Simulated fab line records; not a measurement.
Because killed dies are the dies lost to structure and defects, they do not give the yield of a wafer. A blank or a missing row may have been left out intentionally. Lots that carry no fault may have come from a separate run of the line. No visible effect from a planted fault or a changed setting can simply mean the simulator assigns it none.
Which tool is to blame? / flow gf180mcu / 39 wafers from 13 lots sampled at 3 of the route's 602 steps

WHAT THE GAUGES READ, wafer by wafer
GF_HV_LDD_TW_MEAS_50. Usual: HV_LDD_4_TW typically reads 566, with standard deviation 6.7.
lot=L181; measured=day 12 09:16; on=film metro-02; HV_LDD_4_TW=559 559 557; flag=
lot=L182; measured=day 12 18:03; on=film metro-04; HV_LDD_4_TW=573 577 574; flag=
lot=L183; measured=day 12 19:07; on=film metro-02; HV_LDD_4_TW=557 557 556; flag=
lot=L184; measured=day 13 09:50; on=film metro-02; HV_LDD_4_TW=557 560 563; flag=
lot=L185; measured=day 13 23:14; on=film metro-01; HV_LDD_4_TW=569 566 564; flag=
lot=L188; measured=day 14 16:26; on=film metro-04; HV_LDD_4_TW=573 575 570; flag=
lot=L190; measured=day 15 11:49; on=film metro-01; HV_LDD_4_TW=567 563 562; flag=
lot=L196; measured=day 17 12:36; on=film metro-04; HV_LDD_4_TW=572 576 574; flag=
lot=L197; measured=day 18 03:46; on=film metro-01; HV_LDD_4_TW=557 558 560; flag=
lot=L200; measured=day 19 00:03; on=film metro-04; HV_LDD_4_TW=577 578 575; flag=
lot=L201; measured=day 19 08:49; on=film metro-02; HV_LDD_4_TW=561 563 563; flag=
lot=L203; measured=day 19 18:03; on=film metro-02; HV_LDD_4_TW=564 563 566; flag=
lot=L204; measured=day 20 05:08; on=film metro-01; HV_LDD_4_TW=564 563 562; flag=

GF_CONTACT_THK_MEAS_03. Usual: CONTACT_CVD_02_THK typically reads 855 nm, with standard deviation 13.
lot=L181; measured=day 15 03:06; on=film metro-02; CONTACT_CVD_02_THK (nm)=850 865 860; flag=
lot=L182; measured=day 15 14:19; on=film metro-04; CONTACT_CVD_02_THK (nm)=834 853 852; flag=
lot=L183; measured=day 15 14:44; on=film metro-04; CONTACT_CVD_02_THK (nm)=847 859 869; flag=
lot=L184; measured=day 16 06:27; on=film metro-02; CONTACT_CVD_02_THK (nm)=860 850 864; flag=
lot=L185; measured=day 16 21:28; on=film metro-01; CONTACT_CVD_02_THK (nm)=846 833 861; flag=
lot=L188; measured=day 17 18:07; on=film metro-04; CONTACT_CVD_02_THK (nm)=834 849 843; flag=
lot=L190; measured=day 18 13:06; on=film metro-04; CONTACT_CVD_02_THK (nm)=846 852 847; flag=
lot=L196; measured=day 20 20:16; on=film metro-04; CONTACT_CVD_02_THK (nm)=841 842 845; flag=
lot=L197; measured=day 21 10:55; on=film metro-02; CONTACT_CVD_02_THK (nm)=862 851 873; flag=
lot=L200; measured=day 22 05:58; on=film metro-01; CONTACT_CVD_02_THK (nm)=830 856 869; flag=
lot=L201; measured=day 22 13:28; on=film metro-02; CONTACT_CVD_02_THK (nm)=839 877 869; flag=
lot=L203; measured=day 22 23:10; on=film metro-01; CONTACT_CVD_02_THK (nm)=848 860 867; flag=
lot=L204; measured=day 23 08:37; on=film metro-01; CONTACT_CVD_02_THK (nm)=872 844 887; flag=

TOOL THAT RAN EACH LOT (tool first, then ch and the chambers of the sampled wafers, then the start)
lot=L181; GF_SAB_STRIP_13=plasma asher-04 ch 1, day 15 02:13
lot=L182; GF_SAB_STRIP_13=plasma asher-04 ch 0,1, day 15 13:18
lot=L183; GF_SAB_STRIP_13=plasma asher-03 ch 0,1, day 15 13:50
lot=L184; GF_SAB_STRIP_13=plasma asher-03 ch 0,1, day 16 05:34
lot=L185; GF_SAB_STRIP_13=plasma asher-03 ch 0,1, day 16 20:35
lot=L188; GF_SAB_STRIP_13=plasma asher-04 ch 0,1, day 17 17:14
lot=L190; GF_SAB_STRIP_13=plasma asher-04 ch 0,1, day 18 12:07
lot=L196; GF_SAB_STRIP_13=plasma asher-04 ch 0,1, day 20 19:23
lot=L197; GF_SAB_STRIP_13=plasma asher-04 ch 0, day 21 10:01
lot=L200; GF_SAB_STRIP_13=plasma asher-04 ch 0,1, day 22 05:04
lot=L201; GF_SAB_STRIP_13=plasma asher-03 ch 0,1, day 22 12:27
lot=L203; GF_SAB_STRIP_13=plasma asher-01 ch 0,1, day 22 22:16
lot=L204; GF_SAB_STRIP_13=plasma asher-03 ch 0, day 23 07:44
- GF_SAB_STRIP_13: strips in O2/N2.

AS READ BY THE TOOLS THEMSELVES (means over the sampled wafers that have a number; for cases with no such wafer, the mark the record gives instead)
GF_SAB_STRIP_13. Usual: drypump motor current A 5.7 A, standard deviation 0.4; heater power w 306 W, standard deviation 35; oes product au 0.710 a.u., standard deviation 0.0047; strip time to endpoint s 12.62 s, standard deviation 0.034.
lot=L181; tool=plasma asher-04; drypump motor current A (A)=5.1; heater power w (W)=253; oes product au (a.u.)=0.712; strip time to endpoint s (s)=12.61; flag=
lot=L182; tool=plasma asher-04; drypump motor current A (A)=5.3; heater power w (W)=282; oes product au (a.u.)=0.708; strip time to endpoint s (s)=12.63; flag=
lot=L183; tool=plasma asher-03; drypump motor current A (A)=6.0; heater power w (W)=302; oes product au (a.u.)=0.711; strip time to endpoint s (s)=12.67; flag=
lot=L184; tool=plasma asher-03; drypump motor current A (A)=6.0; heater power w (W)=300; oes product au (a.u.)=0.703; strip time to endpoint s (s)=12.60; flag=
lot=L185; tool=plasma asher-03; drypump motor current A (A)=6.0; heater power w (W)=288; oes product au (a.u.)=0.715; strip time to endpoint s (s)=12.66; flag=
lot=L188; tool=plasma asher-04; drypump motor current A (A)=5.5; heater power w (W)=313; oes product au (a.u.)=0.714; strip time to endpoint s (s)=12.61; flag=
lot=L190; tool=plasma asher-04; drypump motor current A (A)=5.3; heater power w (W)=285; oes product au (a.u.)=0.711; strip time to endpoint s (s)=12.60; flag=
lot=L196; tool=plasma asher-04; drypump motor current A (A)=5.5; heater power w (W)=314; oes product au (a.u.)=0.709; strip time to endpoint s (s)=12.59; flag=
lot=L197; tool=plasma asher-04; drypump motor current A (A)=5.7; heater power w (W)=344; oes product au (a.u.)=0.709; strip time to endpoint s (s)=12.61; flag=
lot=L200; tool=plasma asher-04; drypump motor current A (A)=5.5; heater power w (W)=316; oes product au (a.u.)=0.705; strip time to endpoint s (s)=12.61; flag=
lot=L201; tool=plasma asher-03; drypump motor current A (A)=6.0; heater power w (W)=300; oes product au (a.u.)=0.711; strip time to endpoint s (s)=12.66; flag=
lot=L203; tool=plasma asher-01; drypump motor current A (A)=5.8; heater power w (W)=332; oes product au (a.u.)=0.707; strip time to endpoint s (s)=12.63; flag=
lot=L204; tool=plasma asher-03; drypump motor current A (A)=6.0; heater power w (W)=312; oes product au (a.u.)=0.710; strip time to endpoint s (s)=12.57; flag=

THE ANSWER, worked out from the rows above alone
Rule: lot off if the mean of its wafers having a number is beyond 3 standard deviations from the usual mean. Also off: a lot with no number at a reading for which 4 or more lots have one. Any other lot the step has rows for is counted as sound. The gauges are gone through in route order, then the tools' own readings, and for those a lot's mean is taken as printed above. At the first step where some lot is off, the reading lying furthest off is the one used; lots without a number count as furthest.
Nothing can be told from this: no lot is off at any reading shown.

WHAT THE SIMULATOR HAD INSERTED
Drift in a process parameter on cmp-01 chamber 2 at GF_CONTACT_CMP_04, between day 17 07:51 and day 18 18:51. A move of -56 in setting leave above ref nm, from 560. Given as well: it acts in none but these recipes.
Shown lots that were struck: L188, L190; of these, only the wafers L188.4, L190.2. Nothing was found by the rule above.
